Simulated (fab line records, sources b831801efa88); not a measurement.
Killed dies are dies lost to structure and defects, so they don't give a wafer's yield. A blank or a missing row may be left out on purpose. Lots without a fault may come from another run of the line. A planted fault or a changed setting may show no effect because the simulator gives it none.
Split-lot experiment | flow sky130 | 5 lots, 23 wafers read, on a route of 708 steps

THE SPLIT
At SKY_RES_PROTECT_COAT_02 (resist thk 1140 nm), the setting resist_thk_nm was moved away from the recipe's 1140 nm on 5 of the 23 wafers read, by -3.9% to +2.5%. The other wafers ran this setting at the recipe's value.

The reading is taken at the split's own step.

THE READING
NOVOLAK_of_RES_PROTECT_COAT_02.thk_nm (the simulator's own value, which no gauge read), in nm, at SKY_RES_PROTECT_COAT_02 (resist thk 1140 nm). The file gives no usual value for it. The 18 wafers here that ran the recipe average 1142 nm, standard deviation 3.4 nm.

wafer  | tool, chamber at the split | resist_thk_nm as run, nm | against the recipe | NOVOLAK_of_RES_PROTECT_COAT_02.thk_nm, nm | against lot-mates on the recipe
L075.1 | litho_track-02, 0          | 1096                     | -3.9%              | 1092                                      | -46
L075.2 | litho_track-02, 0          | 1096                     | -3.9%              | 1090                                      | -48
L075.4 | litho_track-02, 0          | 1096                     | -3.9%              | 1095                                      | -43
L075.5 | litho_track-02, 0          | 1140                     | recipe             | 1142                                      | -
L075.6 | litho_track-02, 0          | 1140                     | recipe             | 1134                                      | -
L078.1 | litho_track-01, 0          | 1140                     | recipe             | 1142                                      | -
L078.6 | litho_track-01, 0          | 1140                     | recipe             | 1142                                      | -
L078.4 | litho_track-01, 0          | 1140                     | recipe             | 1143                                      | -
L079.1 | litho_track-01, 0          | 1140                     | recipe             | 1143                                      | -
L079.3 | litho_track-01, 0          | 1140                     | recipe             | 1147                                      | -
L079.4 | litho_track-01, 0          | 1140                     | recipe             | 1146                                      | -
L079.5 | litho_track-01, 0          | 1140                     | recipe             | 1146                                      | -
L079.6 | litho_track-01, 0          | 1140                     | recipe             | 1148                                      | -
L084.1 | litho_track-02, 0          | 1140                     | recipe             | 1142                                      | -
L084.6 | litho_track-02, 0          | 1140                     | recipe             | 1142                                      | -
L084.3 | litho_track-02, 0          | 1168                     | +2.5%              | 1169                                      | +28
L084.4 | litho_track-02, 0          | 1140                     | recipe             | 1138                                      | -
L084.5 | litho_track-02, 0          | 1168                     | +2.5%              | 1171                                      | +30
L085.1 | litho_track-01, 0          | 1140                     | recipe             | 1137                                      | -
L085.2 | litho_track-01, 0          | 1140                     | recipe             | 1143                                      | -
L085.3 | litho_track-01, 0          | 1140                     | recipe             | 1145                                      | -
L085.4 | litho_track-01, 0          | 1140                     | recipe             | 1141                                      | -
L085.6 | litho_track-01, 0          | 1140                     | recipe             | 1141                                      | -

THE FIT
A straight line over all 23 wafers: NOVOLAK_of_RES_PROTECT_COAT_02.thk_nm changes by +12.5 nm for each +1% of resist_thk_nm; r = +0.99; the points scatter about the line by 3.4 nm.
The same after taking each lot's own level away (the mean of its wafers on the recipe; 23 wafers): +11.9 nm for each +1%; r = +0.99; scatter 2.3 nm.
On that fit, the largest move of resist_thk_nm shifts the reading by 46 nm.
The lots' own levels span 1138.0 to 1146.0 nm, that is 2.3 times the standard deviation above.
So the lot-to-lot level changes the slope little: the two slopes agree.
Check: with one of the wafers moved furthest among these (-3.9%) left out of the fit, the line predicts -45.6 nm for it against its lot-mates. It came out at -46 nm against them.

OTHER SPLITS ON THESE WAFERS
These wafers also went through other splits before the reading. Each is held against what the fit with the lots' levels taken away leaves over:
other split on the same wafers             | wafers away from the commonest value | r with NOVOLAK_of_RES_PROTECT_COAT_02.thk_nm (lot level and that fit taken away)
SKY_VT_ADJUST_PCH_COAT_02 spin_rpm         | 10                                   | +0.07
SKY_SONOS_TUNNEL_DEVELOP_06 develop_time_s | 5                                    | -0.12
SKY_SONOS_ONO_CVD_04 time_s                | 10                                   | -0.01
SKY_SONOS_ONO_DEVELOP_12 develop_time_s    | 10                                   | -0.40
SKY_GATE_OXIDE_OXIDATION_01 temp_c         | 15                                   | -0.01
SKY_GATE_OXIDE_CLEAN_15 time_s             | 15                                   | +0.00

THE WHOLE CHAIN: every reading that the file lists as answering this split, in the file's order
step                     | what it does       | reading                                                                                | change (the file's fit)              | r (the file's)
SKY_RES_PROTECT_COAT_02  | resist thk 1140 nm | NOVOLAK_of_RES_PROTECT_COAT_02.thk_nm (the simulator's own value, which no gauge read) | +11.8 nm for each +1% of the setting | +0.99
SKY_RES_PROTECT_STRIP_07 | strips in O2/N2    | strip_time_to_endpoint_s                                                               | withheld for each +1% of the setting | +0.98

THE FILE'S OWN FIT
NOVOLAK_of_RES_PROTECT_COAT_02.thk_nm changes by +11.8 nm for each +1% of resist_thk_nm, r = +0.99.
